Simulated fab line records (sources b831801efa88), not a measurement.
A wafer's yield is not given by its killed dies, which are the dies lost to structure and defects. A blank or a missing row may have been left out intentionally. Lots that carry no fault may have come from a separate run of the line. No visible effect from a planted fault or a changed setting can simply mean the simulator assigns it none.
Which tool was responsible? / flow sky130 / route of 708 steps, sampled at 1 step: 12 lots, 36 wafers

WHAT THE GAUGES READ, wafer by wafer
SKY_METAL3_CD_MEAS_13: target cd 300 nm.
lot=L075; measured=day 38 07:51; on=cd sem-02; cd nm (nm)=300.7 300.2 299.1
lot=L077; measured=day 40 12:01; on=cd sem-02; cd nm (nm)=299.0 298.9 300.8
lot=L078; measured=day 40 22:48; on=cd sem-02; cd nm (nm)=298.2 297.9 298.1
lot=L081; measured=day 41 09:29; on=cd sem-02; cd nm (nm)=298.0 298.6 298.7
lot=L084; measured=day 41 18:01; on=cd sem-02; cd nm (nm)=300.0 300.7 300.1
lot=L086; measured=day 42 06:31; on=cd sem-01; cd nm (nm)=300.8 300.9 300.1
lot=L087; measured=day 42 12:23; on=cd sem-01; cd nm (nm)=301.2 300.8 302.0
lot=L089; measured=day 42 23:34; on=cd sem-01; cd nm (nm)=299.3 297.9 298.7
lot=L091; measured=day 43 08:47; on=cd sem-02; cd nm (nm)=297.8 297.1 297.8
lot=L093; measured=day 43 21:10; on=cd sem-01; cd nm (nm)=300.6 300.0 299.5
lot=L095; measured=day 44 15:14; on=cd sem-01; cd nm (nm)=300.3 301.1 301.9
lot=L097; measured=day 44 23:04; on=cd sem-02; cd nm (nm)=298.5 300.2 298.2

WHICH TOOL RAN EACH LOT (tool, then ch and the chambers of the sampled wafers, then the start)
The record shows no process step preceding these readings.

THE ANSWER, worked out from the rows above alone
Rule: what is usual is taken from the lots themselves. The widest of any qualifying gaps counts: lots, ordered by their means at a reading, are off when they make up no more than a third of the lots, leave a main group of 4 or more, and stand apart from it by 3 or more times the standard deviation of that group's means. A main group is skipped when, at the precision printed for the reading in the tables above, its means are all equal. Also off: a lot with no number at a reading for which 4 or more lots have one. All remaining lots with rows at the step are treated as sound.
None of the lots is off at any reading shown; this tells nothing.

WHAT THE SIMULATOR HAD INSERTED
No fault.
